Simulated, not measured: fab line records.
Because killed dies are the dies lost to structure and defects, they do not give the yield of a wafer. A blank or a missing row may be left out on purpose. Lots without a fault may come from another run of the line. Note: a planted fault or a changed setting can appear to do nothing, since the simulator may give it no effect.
The tool behind it: which one? | flow gf180mcu | Sampling: 10 lots, 30 wafers, 4 of 602 route steps

== WHAT THE GAUGES SHOWED, per wafer ==
GF_V4_CD_MEAS_14: the cd target is 260 nm. Usual: 260.7 nm for cdNm, sd 1.5.
lot  | measured     | on       | cdNm (nm)         | flag
L432 | day 24 11:16 | cdSem-02 | 260.6 261.3 262.0 | 
L434 | day 24 21:57 | cdSem-01 | 262.5 262.8 261.9 | 
L438 | day 26 08:56 | cdSem-02 | 261.4 260.7 261.2 | 
L440 | day 27 08:58 | cdSem-02 | 260.9 261.3 258.6 | 
L441 | day 27 13:57 | cdSem-01 | 258.7 258.5 259.6 | 
L433 | day 27 19:00 | cdSem-02 | 260.8 260.8 260.5 | 
L445 | day 29 03:33 | cdSem-01 | 260.9 260.8 262.1 | 
L452 | day 30 14:45 | cdSem-02 | 262.6 260.1 261.4 | 
L454 | day 31 02:22 | cdSem-01 | 258.8 258.6 259.3 | 
L455 | day 31 12:39 | cdSem-01 | 259.9 258.9 259.6 | 

GF_V4_OVL_MEAS_15. Usual: V4_OVL 1 nm, standard deviation 5.1.
lot  | measured     | on         | V4_OVL (nm) | flag
L432 | day 24 11:20 | overlay-02 | 0 -1 -2     | 
L434 | day 24 22:04 | overlay-02 | 0 2 -2      | 
L438 | day 26 09:02 | overlay-02 | -4 -3 7     | 
L440 | day 27 09:05 | overlay-02 | 2 4 4       | 
L441 | day 27 14:04 | overlay-01 | 8 4 3       | 
L433 | day 27 19:07 | overlay-02 | -4 -5 0     | 
L445 | day 29 03:40 | overlay-01 | -5 4 0      | 
L452 | day 30 14:52 | overlay-02 | 11 10 16    | 
L454 | day 31 02:28 | overlay-01 | 6 5 4       | 
L455 | day 31 12:46 | overlay-01 | 8 3 1       | 

GF_V5_CD_MEAS_14: the cd target is 260 nm. Usual: 260.4 nm for cdNm, sd 1.3.
lot  | measured     | on       | cdNm (nm)         | flag
L432 | day 27 04:31 | cdSem-02 | 260.5 261.3 261.5 | 
L434 | day 27 14:49 | cdSem-01 | 260.1 260.6 259.6 | 
L438 | day 28 23:56 | cdSem-02 | 260.1 260.1 260.0 | 
L440 | day 29 22:13 | cdSem-02 | 259.5 260.1 260.9 | 
L441 | day 30 02:33 | cdSem-01 | 260.6 264.9 260.4 | 
L433 | day 30 07:39 | cdSem-01 | 261.2 261.3 261.2 | 
L445 | day 31 14:39 | cdSem-02 | 259.8 259.8 260.5 | 
L452 | day 32 22:06 | cdSem-01 | 262.8 262.7 261.8 | 
L454 | day 33 09:49 | cdSem-02 | 259.9 258.7 259.1 | 
L455 | day 33 18:11 | cdSem-02 | 260.9 259.7 260.7 | 

== WHAT TOOL EACH LOT RAN ON (gives the tool, then ch and the chambers of the sampled wafers, and finally the start) ==
lot  | GF_V5_EXPOSE_11
L432 | krfScanner-01 ch 0, day 26 18:50
L434 | krfScanner-01 ch 0, day 27 04:39
L438 | krfScanner-01 ch 0, day 28 14:22
L440 | krfScanner-01 ch 0, day 29 12:44
L441 | krfScanner-01 ch 0, day 29 17:03
L433 | krfScanner-02 ch 0, day 29 23:04
L445 | krfScanner-02 ch 0, day 31 05:38
L452 | krfScanner-02 ch 0, day 32 14:07
L454 | krfScanner-02 ch 0, day 33 01:54
L455 | krfScanner-01 ch 0, day 33 10:34
- GF_V5_EXPOSE_11: exposes mask Via5, target cd 260 nm.

== WHAT THE TOOLS THEMSELVES READ (means of the sampled wafers that have a number; where no wafer has one, the mark that the record gives instead) ==
The record holds no such reading with a usual standard deviation.

== THE ANSWER, worked out from the rows above alone ==
Rule: a lot counts as off when the mean over its wafers that have a number is more than 3 standard deviations away from the usual mean. A lot without any number at a reading at which 4 lots or more have one is off too. Where the step has rows for the other lots, those lots are counted as sound. After the gauges, taken in route order, come the tools' own readings; for these a lot's mean is taken, as printed above. At the first step where some lot is off, the reading lying furthest off is the one used; lots without a number count as furthest.
Nothing can be told from this: no lot is off at any reading shown.

== WHAT THE SIMULATOR HAD INSERTED ==
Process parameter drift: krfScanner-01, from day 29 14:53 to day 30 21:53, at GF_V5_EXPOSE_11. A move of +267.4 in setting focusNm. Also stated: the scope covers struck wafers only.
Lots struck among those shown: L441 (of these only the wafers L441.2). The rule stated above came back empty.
